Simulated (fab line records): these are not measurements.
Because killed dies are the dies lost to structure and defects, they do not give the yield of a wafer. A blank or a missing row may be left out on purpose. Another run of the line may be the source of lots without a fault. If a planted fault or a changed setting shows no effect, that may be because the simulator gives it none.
Commonality check across tools | flow sky130 | Lots sampled 14, wafers sampled 42

## WHAT PROMPTED THE OPENING
At SKY_SD_N_TW_MEAS_12 the reading SD_N_TW is flagged on 2 of 14 lots. No-fault wafers: 3961, standard deviation 30.
Rule: flag the lot when none of its wafers has a number, or when each of its wafers that has one lies beyond 4 standard deviations from that mean. As for the other lots, they are considered sound.

lot  | measured     | on            | SD_N_TW, wafer by wafer | flag
L284 | day 28 12:07 | film metro-01 | 3978 3963 3972          |
L285 | day 29 12:58 | film metro-02 | 3947 3947 3942          |
L286 | day 29 15:15 | film metro-04 | 3927 3933 3940          |
L287 | day 29 16:41 | film metro-04 | 3953 3940 3957          |
L288 | day 29 23:38 | film metro-02 | 30 30 30                | FLAGGED
L289 | day 30 08:14 | film metro-04 | 30 30 30                | FLAGGED
L290 | day 30 13:44 | film metro-02 | 3948 3952 3959          |
L294 | day 32 08:29 | film metro-01 | 3957 3934 3962          |
L298 | day 33 11:52 | film metro-04 | 3989 4009 4011          |
L299 | day 33 16:44 | film metro-04 | 3981 3982 3976          |
L301 | day 34 11:21 | film metro-02 | 4001 3998 3998          |
L302 | day 34 17:47 | film metro-02 | 4016 4019 4027          |
L303 | day 34 22:20 | film metro-02 | 3998 4008 4009          |
L305 | day 35 11:01 | film metro-04 | 3938 3960 3932          |
Averaged over the flagged lots the numbers come to 30, -3931 from the usual (-99 or more standard deviations).

## WHICH TOOL EACH LOT WENT THROUGH
Before the reading, the record contains 4 process steps out of a 708-step route. Every cell lists first the tool, next ch and the chambers used by the sampled wafers, and last the start.
lot  | flag    | SKY_POLY_GATE_ETCH_16              | SKY_POLY_CUT_ETCH_10               | SKY_RES_XHIGH_STRIP_08               | SKY_SD_N_STRIP_11
L284 |         | rie diel-01 ch 0,3, day 17 01:37   | rie diel-02 ch 0,2, day 24 20:43   | plasma asher-01 ch 0,1, day 27 07:02 | plasma asher-04 ch 1, day 28 12:01
L285 |         | rie diel-01 ch 0,1,2, day 17 23:30 | rie diel-01 ch 0,1,3, day 25 21:32 | plasma asher-01 ch 0,1, day 28 07:49 | plasma asher-01 ch 0,1, day 29 12:52
L286 |         | rie diel-04 ch 0,2, day 17 23:40   | rie diel-02 ch 2,3, day 26 00:29   | plasma asher-04 ch 0,1, day 28 10:10 | plasma asher-01 ch 1, day 29 15:08
L287 |         | rie diel-01 ch 0,3, day 18 06:58   | rie diel-01 ch 0,3, day 26 02:52   | plasma asher-01 ch 0,1, day 28 12:19 | plasma asher-01 ch 0,1, day 29 16:35
L288 | FLAGGED | rie diel-01 ch 1,2,3, day 18 14:13 | rie diel-02 ch 1,2,3, day 26 09:55 | plasma asher-03 ch 0,1, day 28 19:34 | plasma asher-01 ch 0,1, day 29 23:34
L289 | FLAGGED | rie diel-04 ch 0,1,3, day 19 00:58 | rie diel-04 ch 1,2,3, day 26 18:47 | plasma asher-01 ch 0,1, day 29 04:23 | plasma asher-04 ch 0,1, day 30 08:08
L290 |         | rie diel-01 ch 0,3, day 19 05:43   | rie diel-04 ch 1,2,3, day 27 00:40 | plasma asher-03 ch 0,1, day 29 09:58 | plasma asher-01 ch 0,1, day 30 13:38
L294 |         | rie diel-03 ch 1,2, day 21 02:04   | rie diel-01 ch 1,2,3, day 28 21:43 | plasma asher-01 ch 0,1, day 31 04:50 | plasma asher-04 ch 0, day 32 08:23
L298 |         | rie diel-04 ch 0,2,3, day 22 15:18 | rie diel-01 ch 0,1,2, day 30 03:01 | plasma asher-01 ch 0,1, day 32 09:37 | plasma asher-04 ch 0,1, day 33 11:46
L299 |         | rie diel-03 ch 1,2,3, day 22 22:39 | rie diel-01 ch 0,1,3, day 30 06:58 | plasma asher-03 ch 0,1, day 32 13:49 | plasma asher-04 ch 0,1, day 33 16:38
L301 |         | rie diel-03 ch 0,1,3, day 23 13:52 | rie diel-02 ch 0,2, day 31 00:59   | plasma asher-04 ch 0,1, day 33 07:41 | plasma asher-01 ch 0,1, day 34 11:15
L302 |         | rie diel-04 ch 0,2, day 24 00:58   | rie diel-04 ch 0,1,3, day 31 07:55 | plasma asher-04 ch 0,1, day 33 14:29 | plasma asher-01 ch 0,1, day 34 17:41
L303 |         | rie diel-04 ch 0,1, day 24 05:27   | rie diel-01 ch 1,3, day 31 13:25   | plasma asher-01 ch 0,1, day 33 19:29 | plasma asher-02 ch 0,1, day 34 22:16
L305 |         | rie diel-03 ch 2,3, day 24 17:22   | rie diel-01 ch 0,1,2, day 32 02:20 | plasma asher-03 ch 0,1, day 34 08:13 | plasma asher-04 ch 0,1, day 35 10:55
These steps, and what they do:
- SKY_POLY_GATE_ETCH_16: etches Si3N4 in CH3F/O2, stops on poly-Si, time 147.5 s, target depth 75 nm.
- SKY_POLY_CUT_ETCH_10: etches BARC in N2/H2, stops on SiO2, time 45.9 s, target depth 60 nm.
- SKY_RES_XHIGH_STRIP_08: strips in O2/N2.
- SKY_SD_N_STRIP_11: strips in O2/N2.
- SKY_SD_N_TW_MEAS_12

## FLAGGED AGAINST TOTAL, ONE TOOL AT A TIME (gauges that did the reading follow at the end)
step                   | tool            | lots run | flagged | share of the flagged lots | sound lots run after its first flagged lot
SKY_POLY_GATE_ETCH_16  | rie diel-01     | 5        | 1       | some                      | 1 (L290)
SKY_POLY_GATE_ETCH_16  | rie diel-03     | 4        | 0       | none                      | -
SKY_POLY_GATE_ETCH_16  | rie diel-04     | 5        | 1       | some                      | 3 (L298,L302,L303)
SKY_POLY_CUT_ETCH_10   | rie diel-01     | 7        | 0       | none                      | -
SKY_POLY_CUT_ETCH_10   | rie diel-02     | 4        | 1       | some                      | 1 (L301)
SKY_POLY_CUT_ETCH_10   | rie diel-04     | 3        | 1       | some                      | 2 (L290,L302)
SKY_RES_XHIGH_STRIP_08 | plasma asher-01 | 7        | 1       | some                      | 3 (L294,L298,L303)
SKY_RES_XHIGH_STRIP_08 | plasma asher-03 | 4        | 1       | some                      | 3 (L290,L299,L305)
SKY_RES_XHIGH_STRIP_08 | plasma asher-04 | 3        | 0       | none                      | -
SKY_SD_N_STRIP_11      | plasma asher-01 | 7        | 1       | some                      | 3 (L290,L301,L302)
SKY_SD_N_STRIP_11      | plasma asher-02 | 1        | 0       | none                      | -
SKY_SD_N_STRIP_11      | plasma asher-04 | 6        | 1       | some                      | 4 (L294,L298,L299,L305)
SKY_SD_N_TW_MEAS_12    | film metro-01   | 2        | 0       | none                      | -
SKY_SD_N_TW_MEAS_12    | film metro-02   | 6        | 1       | some                      | 4 (L290,L301,L302,L303)
SKY_SD_N_TW_MEAS_12    | film metro-04   | 6        | 1       | some                      | 3 (L298,L299,L305)

## WHAT IS ALLOWED BY THE TABLE
No row of the table ran every flagged lot.

## WHAT THE SIMULATOR PUT IN
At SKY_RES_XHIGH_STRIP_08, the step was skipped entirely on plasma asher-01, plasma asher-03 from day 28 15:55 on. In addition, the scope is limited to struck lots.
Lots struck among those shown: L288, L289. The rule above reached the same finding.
